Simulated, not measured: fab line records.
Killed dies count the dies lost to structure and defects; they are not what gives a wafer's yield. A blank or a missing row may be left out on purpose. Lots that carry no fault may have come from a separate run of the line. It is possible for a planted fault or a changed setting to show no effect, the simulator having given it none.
fab line records ; flow sky130
[record] lots = 7; wafers = 21; last_day = 49
route steps=708 shown VT_ADJUST_LVTN@116 VT_ADJUST_NCORE@119 VT_ADJUST_HVTR@131 PAD_OPEN@708
lots that met no fault: taken from a fault-free run of the same line
start_h: hours from the record's first day to the start of the lot's first wafer shown ; wait_h: hours since the lot's step before ; " unchanged from the row above ; L1.1+2: a row that stands for several wafers ; - no value, or no start given ; * or withheld: withheld ; < > ~ a bound
route shown NAME@n: a module of which the file shows steps, and the number in the route of the first ; usual: the fault-free wafers' mean and standard deviation ; same: alike in all rows ; chamber/n: place in a boat ; sites: the reading at each site ; _std_site: their standard deviation ; _edge_site: outer sites' mean less inner sites' ; radius_mm: how far each site lies from the wafer's centre ; mask NAME#n: copy n ; behind: tool/chamber where the wafer was last shaped ; hold: reason for holding the lot/hours on hold/outcome of the hold ; device: names the non-switching transistor (n, p or np) ; end of line: tests run on the same wafers once the route is complete ; for a step that has no rows: nothing shown but its recipe ; killed: at the first sort, the dies lost to defects and structure; wafer yield is something else ; map: per-die view of a wafer (x killed, . not killed, _ where there is no die)
set.NAME: the setting as run; set.NAME@STEP: as run at that earlier step ; model.NAME: the simulator's own value behind a step, which no gauge read
lots seen at some steps along the route; tables by step, rows by wafer
services: the hour from which a tool's chamber was out of use, counted from the record's first day as start_h (under 0 if before that day), plus the number of hours and why
[[steps]]
[step SKY_VT_ADJUST_LVTN_IMPLANT_19]
[recipe] species = B; energy_kev = 30; dose_cm2 = 6.5e+11; tilt_deg = withheld
[step SKY_VT_ADJUST_LVTN_STRIP_20]
[recipe] chemistry = O2/N2; power_w = 1400; pressure_mtorr = 1500; platen_temp_c = withheld; o2_flow_sccm = 3000; n2_flow_sccm = 300; overash_fraction = 0.5
[usual] chamber_pressure_mTorr = 1500.0/1.4; drypump_motor_current_A = 5.9/0.5; oes_product_au = 0.715/0.005; strip_time_to_endpoint_s = 14.18/0.04
lot.wafer;tool;chamber;start_h;wait_h;chamber_pressure_mTorr;drypump_motor_current_A;oes_product_au;rf_hours_counter_h;strip_time_to_endpoint_s
L926.2;plasma_asher-03;1;157.09;0.1;1498.6;6.2;0.718;47;14.22
L926.5;plasma_asher-03;0;157.09;0.1;1500.9;5.9;0.726;-;14.17
L926.6;plasma_asher-03;1;157.09;0.1;1501.3;6.2;0.705;-;14.20
L931.2;plasma_asher-01;1;193.27;0.1;1499.2;6.3;0.710;39;14.18
L931.3;plasma_asher-01;0;193.27;0.1;1501.7;6.5;0.710;-;14.17
L931.6;plasma_asher-01;1;193.27;0.1;1498.4;6.3;0.723;-;14.21
L936.2;plasma_asher-01;1;224.37;0.1;1500.7;6.3;0.712;42;14.19
L936.5;plasma_asher-01;0;224.37;0.1;1501.8;6.4;0.720;-;14.20
L936.6;plasma_asher-01;1;224.37;0.1;1500.7;6.3;0.723;-;14.13
L937.1;plasma_asher-03;1;232.49;0.1;1499.4;6.2;0.719;55;14.14
L937.2;plasma_asher-03;0;232.49;0.1;1500.5;5.9;0.710;55;14.15
L937.3;plasma_asher-03;0;232.49;0.1;1500.9;5.9;0.712;-;14.16
L938.2;plasma_asher-02;0;241.17;0.1;1500.4;5.5;0.712;12;14.22
L938.4;plasma_asher-02;0;241.17;0.1;1502.3;5.5;0.719;-;14.22
L938.5;plasma_asher-02;0;241.17;0.1;1499.7;5.5;0.720;-;14.19
L943.1;plasma_asher-03;1;283.27;0.1;1499.7;6.2;0.720;60;14.20
L943.2;plasma_asher-03;0;283.27;0.1;1502.3;5.9;0.719;60;14.19
L943.6;plasma_asher-03;0;283.27;0.1;1500.5;5.9;0.707;-;14.16
L944.1;plasma_asher-03;0;297.62;0.1;1501.0;5.9;0.716;61;14.18
L944.4;plasma_asher-03;0;297.62;0.1;1500.3;5.9;0.717;-;14.20
L944.6;plasma_asher-03;0;297.62;0.1;1498.9;5.9;0.719;-;14.15
[step SKY_VT_ADJUST_LVTN_TW_MEAS_21]
[usual] VT_ADJUST_LVTN_2_TW = 188.6/1.5
lot.wafer;tool;chamber;start_h;wait_h;VT_ADJUST_LVTN_2_TW
L926.2;film_metro-01;-;157.20;0.1;189.5
L926.5;film_metro-01;-;157.20;0.1;190.1
L926.6;film_metro-01;-;157.20;0.1;190.0
L931.2;film_metro-02;-;193.38;0.1;191.3
L931.3;film_metro-02;-;193.38;0.1;190.0
L931.6;film_metro-02;-;193.38;0.1;189.6
L936.2;film_metro-01;-;224.48;0.1;190.2
L936.5;film_metro-01;-;224.48;0.1;189.2
L936.6;film_metro-01;-;224.48;0.1;189.9
L937.1;film_metro-02;-;232.59;0.1;188.3
L937.2;film_metro-02;-;232.59;0.1;188.4
L937.3;film_metro-02;-;232.59;0.1;188.5
L938.2;film_metro-01;-;241.28;0.1;190.9
L938.4;film_metro-01;-;241.28;0.1;189.3
L938.5;film_metro-01;-;241.28;0.1;188.7
L943.1;film_metro-02;-;283.37;0.1;188.1
L943.2;film_metro-02;-;283.37;0.1;187.9
L943.6;film_metro-02;-;283.37;0.1;187.5
L944.1;film_metro-01;-;297.72;0.1;190.4
L944.4;film_metro-01;-;297.72;0.1;190.7
L944.6;film_metro-01;-;297.72;0.1;191.9
[step SKY_VT_ADJUST_NCORE_DEHYDRATE_00]
[recipe] temp_c = 200; time_s = 60
[step SKY_VT_ADJUST_NCORE_HMDS_01]
[recipe] prime_time_s = 60; prime_temp_c = 120
[step SKY_VT_ADJUST_NCORE_COAT_02]
[recipe] resist = NOVOLAK; spin_rpm = 3000; resist_thk_nm = 1140
[step SKY_VT_ADJUST_NCORE_SOFTBAKE_03]
[recipe] temp_c = 90; time_s = 60; resist = NOVOLAK
[step SKY_VT_ADJUST_NCORE_EXPOSE_04]
[recipe] mask_id = LVTN_COMPLEMENT_THIN; na = 0.6; source_shape = conventional; sigma_outer = 0.6; polarization = unpolarized; target_cd_nm = 380; dose_mj = 139
[step SKY_VT_ADJUST_NCORE_PEB_05]
[recipe] temp_c = withheld; time_s = *; resist = NOVOLAK
[step SKY_VT_ADJUST_NCORE_DEVELOP_06]
[recipe] resist = NOVOLAK; developer = TMAH; develop_time_s = 58.67; dev_temp_c = 23
[step SKY_VT_ADJUST_NCORE_CD_MEAS_07]
[recipe] target_cd_nm = 380
[usual] cd_nm = 380.4/2.2
lot.wafer;tool;chamber;start_h;wait_h;cd_nm
L926.2;cd_sem-02;-;178.22;0.1;380.1
L926.5;cd_sem-02;-;178.22;0.1;382.8
L926.6;cd_sem-02;-;178.22;0.1;379.7
L931.2;cd_sem-02;-;214.76;0.1;380.6
L931.3;cd_sem-02;-;214.76;0.1;383.0
L931.6;cd_sem-02;-;214.76;0.1;381.8
L936.2;cd_sem-02;-;247.12;0.1;378.4
L936.5;cd_sem-02;-;247.12;0.1;377.0
L936.6;cd_sem-02;-;247.12;0.1;376.9
L937.1;cd_sem-01;-;255.55;0.1;380.6
L937.2;cd_sem-01;-;255.55;0.1;379.7
L937.3;cd_sem-01;-;255.55;0.1;377.6
L938.2;cd_sem-02;-;264.81;0.1;381.7
L938.4;cd_sem-02;-;264.81;0.1;381.8
L938.5;cd_sem-02;-;264.81;0.1;382.2
L943.1;cd_sem-01;-;306.95;0.1;379.7
L943.2;cd_sem-01;-;306.95;0.1;379.2
L943.6;cd_sem-01;-;306.95;0.1;380.3
L944.1;cd_sem-01;-;322.85;0.1;377.0
L944.4;cd_sem-01;-;322.85;0.1;380.6
L944.6;cd_sem-01;-;322.85;0.1;379.1
[step SKY_VT_ADJUST_NCORE_OVL_MEAS_08]
[usual] VT_ADJUST_NCORE_OVL = -1.3/1.7
lot.wafer;tool;chamber;start_h;wait_h;VT_ADJUST_NCORE_OVL[nm]
L926.2;overlay-02;-;178.33;0.1;-2.8
L926.5;overlay-02;-;178.33;0.1;-4.4
L926.6;overlay-02;-;178.33;0.1;-2.9
L931.2;overlay-01;-;214.86;0.1;-0.5
L931.3;overlay-01;-;214.86;0.1;0.2
L931.6;overlay-01;-;214.86;0.1;-0.6
L936.2;overlay-01;-;247.23;0.1;-2.7
L936.5;overlay-01;-;247.23;0.1;-1.3
L936.6;overlay-01;-;247.23;0.1;-0.7
L937.1;overlay-01;-;255.67;0.1;0.7
L937.2;overlay-01;-;255.67;0.1;0.0
L937.3;overlay-01;-;255.67;0.1;-0.7
L938.2;overlay-02;-;264.91;0.1;-0.5
L938.4;overlay-02;-;264.91;0.1;-0.8
L938.5;overlay-02;-;264.91;0.1;0.5
L943.1;overlay-02;-;307.07;0.1;-1.4
L943.2;overlay-02;-;307.07;0.1;-0.2
L943.6;overlay-02;-;307.07;0.1;-0.8
L944.1;overlay-01;-;322.97;0.1;-1.0
L944.4;overlay-01;-;322.97;0.1;-1.1
L944.6;overlay-01;-;322.97;0.1;-2.4
[step SKY_VT_ADJUST_NCORE_IMPLANT_09]
[recipe] species = B; energy_kev = 10; dose_cm2 = 2.4e+12; tilt_deg = withheld
[usual] beam_energy_keV = 9.9992/0.0029
lot.wafer;tool;chamber;start_h;wait_h;beam_energy_keV;model.implant.rp_nm;model.implant.drp_nm
L926.2;implanter-03;0;178.38;0.0;10.003;32.83;17.11
L926.5;implanter-03;0;178.38;0.0;10.001;32.83;17.11
L926.6;implanter-03;0;178.38;0.0;10.001;32.83;17.11
L931.2;implanter-02;0;214.92;0.0;9.9992;34;17.11
L931.3;implanter-02;0;214.92;0.0;9.9989;34;17.11
L931.6;implanter-02;0;214.92;0.0;10.003;34;17.11
L936.2;implanter-02;0;247.28;0.0;12.313;38.98;19.86
L936.5;implanter-02;0;247.28;0.0;12.307;38.98;19.86
L936.6;implanter-02;0;247.28;0.0;12.308;38.98;19.86
L937.1;implanter-02;0;255.71;0.0;12.310;41.09;19.86
L937.2;implanter-02;0;255.71;0.0;12.308;41.09;19.86
L937.3;implanter-02;0;255.71;0.0;12.308;41.09;19.86
L938.2;implanter-02;0;264.97;0.0;12.314;39.72;19.86
L938.4;implanter-02;0;264.97;0.0;12.316;39.72;19.86
L938.5;implanter-02;0;264.97;0.0;12.313;39.72;19.86
L943.1;implanter-04;0;307.11;0.0;9.9994;33.14;17.11
L943.2;implanter-04;0;307.11;0.0;10.000;33.14;17.11
L943.6;implanter-04;0;307.11;0.0;10.001;33.14;17.11
L944.1;implanter-03;0;323.01;0.0;9.9999;34.12;17.11
L944.4;implanter-03;0;323.01;0.0;10.002;34.12;17.11
L944.6;implanter-03;0;323.01;0.0;9.9997;34.12;17.11
[step SKY_VT_ADJUST_NCORE_STRIP_10]
[recipe] chemistry = O2/N2; power_w = 1400; pressure_mtorr = 1500; platen_temp_c = withheld; o2_flow_sccm = 3000; n2_flow_sccm = 300; overash_fraction = 0.5
[usual] chamber_pressure_mTorr = 1500.1/1.3; drypump_motor_current_A = 5.8/0.39; oes_product_au = 0.716/0.005; strip_time_to_endpoint_s = 14.16/0.042
lot.wafer;tool;chamber;start_h;wait_h;chamber_pressure_mTorr;drypump_motor_current_A;oes_product_au;rf_hours_counter_h;strip_time_to_endpoint_s
L926.2;plasma_asher-02;0;178.51;0.1;1498.9;5.5;0.716;6;14.14
L926.5;plasma_asher-02;0;178.51;0.1;1499.2;5.5;0.707;-;14.15
L926.6;plasma_asher-02;1;178.51;0.1;1500.7;4.9;0.713;-;14.16
L931.2;plasma_asher-03;0;215.04;0.1;1497.8;5.9;0.716;53;14.18
L931.3;plasma_asher-03;1;215.04;0.1;1499.0;6.2;0.714;-;14.19
L931.6;plasma_asher-03;0;215.04;0.1;1501.2;5.9;0.715;-;14.18
L936.2;plasma_asher-04;1;247.41;0.1;1501.7;5.6;0.719;54;14.07
L936.5;plasma_asher-04;1;247.41;0.1;1500.7;5.5;0.716;-;14.14
L936.6;plasma_asher-04;0;247.41;0.1;1500.6;6.0;0.722;-;14.15
L937.1;plasma_asher-02;1;255.86;0.1;1500.5;4.9;0.724;13;14.10
L937.2;plasma_asher-02;0;255.86;0.1;1497.4;5.5;0.721;13;14.07
L937.3;plasma_asher-02;0;255.86;0.1;1499.6;5.5;0.713;-;14.14
L938.2;plasma_asher-03;0;265.09;0.1;1497.7;5.9;0.713;58;14.16
L938.4;plasma_asher-03;1;265.09;0.1;1500.8;6.2;0.720;-;14.18
L938.5;plasma_asher-03;0;265.09;0.1;1498.7;5.9;0.713;-;14.17
L943.1;plasma_asher-04;0;307.26;0.1;1498.9;6.0;0.711;61;14.20
L943.2;plasma_asher-04;1;307.26;0.1;1500.8;5.6;0.709;61;14.17
L943.6;plasma_asher-04;0;307.26;0.1;1498.4;6.0;0.716;-;14.14
L944.1;plasma_asher-04;0;323.16;0.1;1499.2;5.9;0.713;62;14.11
L944.4;plasma_asher-04;0;323.16;0.1;1502.1;6.0;0.717;-;14.15
L944.6;plasma_asher-04;0;323.16;0.1;1499.6;6.0;0.721;-;14.17
[step SKY_VT_ADJUST_NCORE_TW_MEAS_11]
[usual] VT_ADJUST_NCORE_TW = 218.4/1.8
lot.wafer;tool;chamber;start_h;wait_h;VT_ADJUST_NCORE_TW
L926.2;film_metro-04;-;178.62;0.1;220.4
L926.5;film_metro-04;-;178.62;0.1;220.0
L926.6;film_metro-04;-;178.62;0.1;220.3
L931.2;film_metro-03;-;215.15;0.1;217.5
L931.3;film_metro-03;-;215.15;0.1;216.7
L931.6;film_metro-03;-;215.15;0.1;215.7
L936.2;film_metro-04;-;247.52;0.1;232.5
L936.5;film_metro-04;-;247.52;0.1;229.9
L936.6;film_metro-04;-;247.52;0.1;231.8
L937.1;film_metro-04;-;255.96;0.1;229.9
L937.2;film_metro-04;-;255.96;0.1;232.2
L937.3;film_metro-04;-;255.96;0.1;230.9
L938.2;film_metro-03;-;265.20;0.1;227.3
L938.4;film_metro-03;-;265.20;0.1;228.7
L938.5;film_metro-03;-;265.20;0.1;227.8
L943.1;film_metro-03;-;307.36;0.1;217.8
L943.2;film_metro-03;-;307.36;0.1;216.9
L943.6;film_metro-03;-;307.36;0.1;217.9
L944.1;film_metro-02;-;323.26;0.1;220.1
L944.4;film_metro-02;-;323.26;0.1;218.5
L944.6;film_metro-02;-;323.26;0.1;219.8
[step SKY_VT_ADJUST_HVTR_DEHYDRATE_00]
[recipe] temp_c = 200; time_s = 60
[step SKY_PAD_OPEN_PROBE_99]
[usual] killed_at_M0_to_M3 = 44/7.8; killed_at_M4_up = 2.9/1.7; killed_at_contacts = 24/5.4; killed_at_front_end = 15/4.5; killed_at_other = 0.3/0.55; killed_dies = 87/10; killed_open = 48/7.4; killed_short = 39/5.9
[same] gross_dies = 492; killed_at_back_side = 0
lot.wafer;tool;chamber;start_h;wait_h;killed_at_M0_to_M3;killed_at_M4_up;killed_at_contacts;killed_at_front_end;killed_at_other;killed_dies;killed_open;killed_short;model.etest.nfet_16v.r_on_ohm_um;model.etest.res_pwell_under_gate.rs_ohm_sq;model.etest.pfet_g5v0d10v5.off_log10_a_um;model.etest.pfet_g5v0d10v5.vt_sat_v;model.etest.pfet_16v.vt_v;model.etest.pfet_g5v0d10v5.vt_v;model.etest.pfet_g5v0d10v5.vt_long_v;model.etest.nfet_16v.body_rise_v
L926.2;prober-02;-;1072.67;0.1;44;2;24;13;0;83;48;35;1.44e+04;2308;-12.26;-0.6009;-1.099;-0.8077;-0.9274;0.7032
L926.5;prober-02;-;1072.82;0.2;44;4;21;12;1;82;42;40;1.444e+04;2289;-12.47;-0.628;-1.108;-0.8379;-0.9425;0.7058
L926.6;prober-02;-;1072.87;0.2;45;3;25;21;1;95;51;44;1.436e+04;2292;-12.57;-0.643;-1.104;-0.8514;-0.9374;0.7083
L931.2;prober-01;-;1114.52;0.1;36;2;34;21;2;95;48;47;1.401e+04;2287;-13.01;-0.6955;-1.138;-0.8919;-0.965;0.7074
L931.3;prober-01;-;1114.57;0.2;40;2;21;25;0;88;43;45;1.429e+04;2261;-13.02;-0.6936;-1.155;-0.8912;-0.981;0.7199
L931.6;prober-01;-;1114.72;0.2;35;3;29;25;0;92;51;41;1.408e+04;2274;-12.99;-0.6684;-1.147;-0.8624;-0.9765;0.7137
L936.2;prober-01;-;1129.48;0.1;56;5;29;11;0;101;52;49;1.488e+04;2252;-12.12;-0.5889;-1.084;-0.8031;-0.9205;0.7358
L936.5;prober-01;-;1129.63;0.2;42;2;33;11;0;88;54;34;1.482e+04;2256;-12.1;-0.5976;-1.084;-0.8137;-0.922;0.7352
L936.6;prober-01;-;1129.68;0.2;36;1;38;13;2;90;62;28;1.477e+04;2275;-11.96;-0.5883;-1.085;-0.8018;-0.9208;0.7242
L937.1;prober-01;-;1138.55;0.1;49;2;20;14;0;85;44;41;1.485e+04;2247;-12.66;-0.6335;-1.11;-0.8314;-0.9399;0.7364
L937.2;prober-01;-;1138.60;0.1;35;4;24;19;0;82;43;39;1.504e+04;2259;-12.6;-0.6256;-1.121;-0.8253;-0.9508;0.7279
L937.3;prober-01;-;1138.65;0.2;32;1;22;17;0;72;36;36;1.498e+04;2248;-12.39;-0.6115;-1.106;-0.8152;-0.944;0.7395
L938.2;prober-01;-;1141.84;0.1;47;2;18;18;0;85;50;35;1.482e+04;2282;-12.32;-0.6182;-1.12;-0.8281;-0.953;0.7311
L938.4;prober-01;-;1141.94;0.2;43;3;25;17;0;88;50;38;1.494e+04;2278;-12.54;-0.64;-1.123;-0.8495;-0.9501;0.742
L938.5;prober-01;-;1141.99;0.2;49;0;22;33;0;104;58;46;1.482e+04;2298;-12.66;-0.6406;-1.121;-0.8554;-0.9503;0.7365
L943.1;prober-01;-;1172.76;0.1;47;3;19;15;0;84;40;44;1.46e+04;2280;-12.4;-0.6239;-1.105;-0.831;-0.9321;0.6909
L943.2;prober-01;-;1172.81;0.1;45;2;25;19;1;92;52;40;1.456e+04;2284;-12.28;-0.6129;-1.103;-0.8206;-0.9359;0.6938
L943.6;prober-01;-;1173.01;0.2;52;3;24;20;0;99;50;49;1.454e+04;2282;-12.46;-0.6225;-1.104;-0.8276;-0.9299;0.6908
L944.1;prober-01;-;1186.12;0.1;48;3;21;11;1;84;49;35;1.419e+04;2267;-13.05;-0.6635;-1.147;-0.8541;-0.9723;0.7081
L944.4;prober-01;-;1186.27;0.2;34;4;23;14;0;75;43;32;1.409e+04;2290;-13.12;-0.6934;-1.147;-0.8852;-0.9758;0.7174
L944.6;prober-01;-;1186.37;0.2;39;4;18;9;0;70;37;33;1.432e+04;2274;-12.8;-0.6505;-1.147;-0.8429;-0.9719;0.7133
// killed by level:class
L926.2 VIA1:geometric_particle:open=12 LI_CONTACT:geometric_particle:open=11 CONTACT:geometric_particle:open=7 VIA2:geometric_particle:open=6 VIA1:geometric_particle:short=5 METAL1:geometric_particle:short=5 FIELD_ISO:geometric_particle:short=4 VIA2:geometric_particle:short=4
L926.5 CONTACT:geometric_particle:open=8 METAL1:geometric_particle:short=8 VIA1:geometric_particle:short=8 VIA1:geometric_particle:open=8 VIA2:geometric_particle:open=8 FIELD_ISO:geometric_particle:open=4 LI_CONTACT:geometric_particle:open=4 CONTACT:geometric_particle:short=4
L926.6 FIELD_ISO:geometric_particle:open=10 VIA1:geometric_particle:open=9 VIA2:geometric_particle:open=9 CONTACT:geometric_particle:short=8 LI_CONTACT:geometric_particle:open=6 CONTACT:geometric_particle:open=5 VIA2:geometric_particle:short=5 VIA1:geometric_particle:short=5
L931.2 CONTACT:geometric_particle:open=10 FIELD_ISO:geometric_particle:open=8 LOCAL_INTERCONNECT:geometric_particle:short=8 CONTACT:geometric_particle:short=8 METAL1:geometric_particle:short=6 VIA1:geometric_particle:open=6 VIA1:geometric_particle:short=6 LI_CONTACT:geometric_particle:open=5
L931.3 VIA1:geometric_particle:open=11 POLY_GATE:geometric_particle:short=9 CONTACT:geometric_particle:open=9 FIELD_ISO:geometric_particle:short=5 VIA1:geometric_particle:short=5 METAL2:geometric_particle:short=5 VIA3:geometric_particle:open=5 LOCAL_INTERCONNECT:geometric_particle:short=4
L931.6 VIA1:geometric_particle:open=10 LI_CONTACT:geometric_particle:open=9 POLY_GATE:geometric_particle:open=8 CONTACT:geometric_particle:open=7 CONTACT:geometric_particle:short=6 METAL1:geometric_particle:short=6 FIELD_ISO:geometric_particle:short=5 FIELD_ISO:geometric_particle:open=5
L936.2 VIA2:geometric_particle:open=16 VIA1:geometric_particle:open=8 METAL2:geometric_particle:short=8 LI_CONTACT:geometric_particle:open=7 LI_CONTACT:geometric_particle:short=7 CONTACT:geometric_particle:open=7 VIA3:geometric_particle:short=6 VIA1:geometric_particle:short=5
L936.5 LI_CONTACT:geometric_particle:open=11 VIA1:geometric_particle:open=11 CONTACT:geometric_particle:open=10 FIELD_ISO:geometric_particle:open=7 VIA2:geometric_particle:open=6 CONTACT:geometric_particle:short=5 LOCAL_INTERCONNECT:geometric_particle:short=5 METAL1:geometric_particle:short=4
L936.6 LI_CONTACT:geometric_particle:open=19 CONTACT:geometric_particle:open=12 VIA1:geometric_particle:open=11 VIA3:geometric_particle:open=8 FIELD_ISO:geometric_particle:short=5 METAL1:geometric_particle:short=5 CONTACT:geometric_particle:short=3 VIA1:geometric_particle:short=3
L937.1 VIA1:geometric_particle:open=11 VIA3:geometric_particle:open=11 CONTACT:geometric_particle:open=7 VIA1:geometric_particle:short=7 CONTACT:geometric_particle:short=6 POLY_GATE:geometric_particle:short=5 VIA3:geometric_particle:short=5 LI_CONTACT:geometric_particle:open=4
L937.2 CONTACT:geometric_particle:open=12 VIA3:geometric_particle:open=9 FIELD_ISO:geometric_particle:short=7 FIELD_ISO:geometric_particle:open=6 VIA1:geometric_particle:open=6 METAL1:geometric_particle:short=6 CONTACT:geometric_particle:short=4 POLY_GATE:geometric_particle:short=4
L937.3 CONTACT:geometric_particle:open=10 FIELD_ISO:geometric_particle:short=7 LI_CONTACT:geometric_particle:open=7 VIA1:geometric_particle:open=7 METAL2:geometric_particle:short=6 POLY_CUT:geometric_particle:short=4 METAL1:geometric_particle:short=4 VIA2:geometric_particle:short=4
L938.2 VIA1:geometric_particle:open=12 CONTACT:geometric_particle:open=8 VIA3:geometric_particle:open=8 FIELD_ISO:geometric_particle:open=7 METAL1:geometric_particle:short=7 METAL2:geometric_particle:short=6 LOCAL_INTERCONNECT:geometric_particle:short=6 VIA2:geometric_particle:open=5
L938.4 CONTACT:geometric_particle:open=10 METAL2:geometric_particle:short=8 VIA2:geometric_particle:open=8 FIELD_ISO:geometric_particle:open=6 VIA3:geometric_particle:open=6 POLY_GATE:geometric_particle:open=5 LI_CONTACT:geometric_particle:open=5 VIA1:geometric_particle:short=5
L938.5 CONTACT:geometric_particle:open=14 VIA1:geometric_particle:open=14 FIELD_ISO:geometric_particle:open=10 FIELD_ISO:geometric_particle:short=9 METAL2:geometric_particle:short=8 VIA2:geometric_particle:open=5 METAL3:geometric_particle:short=5 POLY_GATE:geometric_particle:short=4
L943.1 POLY_GATE:geometric_particle:short=7 METAL1:geometric_particle:short=7 VIA2:geometric_particle:open=7 LI_CONTACT:geometric_particle:open=6 CONTACT:geometric_particle:open=6 VIA3:geometric_particle:open=5 METAL2:geometric_particle:short=4 METAL3:geometric_particle:open=4
L943.2 VIA1:geometric_particle:open=16 CONTACT:geometric_particle:open=9 LI_CONTACT:geometric_particle:open=8 METAL2:geometric_particle:short=8 FIELD_ISO:geometric_particle:open=6 POLY_GATE:geometric_particle:short=6 VIA1:geometric_particle:short=5 CONTACT:geometric_particle:short=4
L943.6 VIA1:geometric_particle:open=10 POLY_GATE:geometric_particle:short=8 CONTACT:geometric_particle:open=8 METAL1:geometric_particle:short=8 CONTACT:geometric_particle:short=6 METAL2:geometric_particle:short=6 VIA2:geometric_particle:open=6 VIA2:geometric_particle:short=6
L944.1 VIA1:geometric_particle:open=13 VIA3:geometric_particle:open=8 LI_CONTACT:geometric_particle:open=6 CONTACT:geometric_particle:open=6 LOCAL_INTERCONNECT:geometric_particle:short=5 VIA2:geometric_particle:open=5 METAL2:geometric_particle:short=4 VIA3:geometric_particle:short=4
L944.4 CONTACT:geometric_particle:open=13 VIA1:geometric_particle:open=7 VIA3:geometric_particle:open=6 POLY_GATE:geometric_particle:short=5 VIA1:geometric_particle:short=5 LI_CONTACT:geometric_particle:open=4 VIA2:geometric_particle:open=4 METAL4:geometric_particle:short=4
L944.6 METAL1:geometric_particle:short=8 CONTACT:geometric_particle:open=7 VIA1:geometric_particle:open=7 VIA3:geometric_particle:open=6 LI_CONTACT:geometric_particle:open=5 CONTACT:geometric_particle:short=3 VIA1:geometric_particle:short=3 METAL2:geometric_particle:short=3
[[services]]
tool;chamber;start_h;hours;kind
implanter-03;-;133.56;0.8;repair
implanter-03;-;135.78;0.5;repair
plasma_asher-04;-;177.25;2.8;pm
plasma_asher-01;-;189.42;2.8;pm
implanter-02;-;195.54;1.0;repair
implanter-04;-;229.29;3.4;repair
implanter-04;-;243.62;5.0;pm
plasma_asher-01;-;250.40;1.2;repair
plasma_asher-04;-;263.60;0.6;repair
plasma_asher-02;-;282.57;3.7;repair
implanter-03;-;311.01;4.0;pm
plasma_asher-02;-;321.62;0.8;repair
[[key]]
[first_sign] step = SKY_VT_ADJUST_NCORE_IMPLANT_09; reading = beam_energy_keV; direction = up; sigmas = 99+; usual = *; struck = *
[effect] step = SKY_VT_ADJUST_NCORE_TW_MEAS_11; reading = VT_ADJUST_NCORE_TW; direction = up; sigmas = 6.4; usual = 218.4; struck = 230.1
[model_effect] step = SKY_VT_ADJUST_NCORE_IMPLANT_09; value = implant.rp_nm; without = 32.5; struck = 39.93
[model_effect] step = SKY_PAD_OPEN_PROBE_99; value = etest.nfet_16v.r_on_ohm_um; without = 1.45e+04; struck = 1.488e+04
met_at SKY_VT_ADJUST_NCORE_IMPLANT_09
struck_wafers L936.2,L936.5,L936.6,L937.1,L937.2,L937.3,L938.2,L938.4,L938.5
tester_left_out L936,L937,L938
onset_between 214.92 247.28
[fault] kind = process_parameter_drift; tool = implanter-02; chamber = -; onset_h = 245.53; steps = SKY_VT_ADJUST_NCORE_IMPLANT_09; channel = energy_kev; offset = *; shape = step; end_h = 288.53; acts_in = *; stated = *
// tester_left_out: of these lots the tester's yield and bins aren't shown, on N5 and GAA mostly nor the transistor test; their killed dies are dies lost to structure and defects alone, not to doping, threshold or leakage, so they don't give the yield
